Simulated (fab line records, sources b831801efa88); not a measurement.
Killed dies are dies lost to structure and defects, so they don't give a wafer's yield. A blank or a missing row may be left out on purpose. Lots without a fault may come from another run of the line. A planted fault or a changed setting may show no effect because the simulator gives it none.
Chamber matching | flow sky130 | SKY_VIA1_ETCH_15 on rie_diel-04: 4 sister chambers
The step etches SiO2 in C4F8/O2/Ar, stops on TiN, target depth 351 nm, time 54 s. 4 wafers are shown with their chamber, then 11 later ones without.

WAFERS WITH THEIR CHAMBER
wafer  | chamber | oes_product_au (a.u.)
L091.1 | 1       | 0.982
L091.2 | 2       | 0.976
L091.3 | 3       | 0.978
L091.4 | 0       | 0.981

WAFERS WITHOUT THEIR CHAMBER
wafer  | oes_product_au (a.u.)
L091.5 | 0.975
L091.6 | 0.979
L093.1 | 0.979
L093.4 | 0.969
L093.5 | 0.987
L095.1 | 0.980
L095.2 | 0.964
L095.4 | 0.983
L097.2 | 0.973
L097.4 | 0.979
L097.5 | 0.986

WHICH CHAMBER EACH WENT THROUGH
wafer  | from the rows above               | in truth
L091.5 | can't be placed: 2 or 3 or 0 or 1 | 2
L091.6 | can't be placed: 3 or 0 or 1 or 2 | 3
L093.1 | can't be placed: 3 or 0 or 1 or 2 | 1
L093.4 | can't be placed: 2 or 3 or 0 or 1 | 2
L093.5 | can't be placed: 1 or 0 or 3 or 2 | 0
L095.1 | can't be placed: 0 or 1 or 3 or 2 | 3
L095.2 | can't be placed: 2 or 3 or 0 or 1 | 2
L095.4 | can't be placed: 1 or 0 or 3 or 2 | 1
L097.2 | can't be placed: 2 or 3 or 0 or 1 | 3
L097.4 | can't be placed: 3 or 0 or 1 or 2 | 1
L097.5 | can't be placed: 1 or 0 or 3 or 2 | 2
Placed correctly: 0 of 11. Can't be placed from these rows: 11 (the true chamber is among the candidates in 11). Placed wrongly: 0.
How it was worked out, from the rows above alone: a wafer's distance from a chamber is the root of the sum, over the readings, of the square of ((its reading less the chamber's mean) divided by the reading's scatter). The wafer belongs to the nearest chamber; if the next one is less than 2 further off, it can't be placed. A chamber's mean is the mean of its shown wafers. The scatter: with one shown wafer a chamber, the root of the mean of the squares of how far each hidden wafer lies from its nearest shown one.
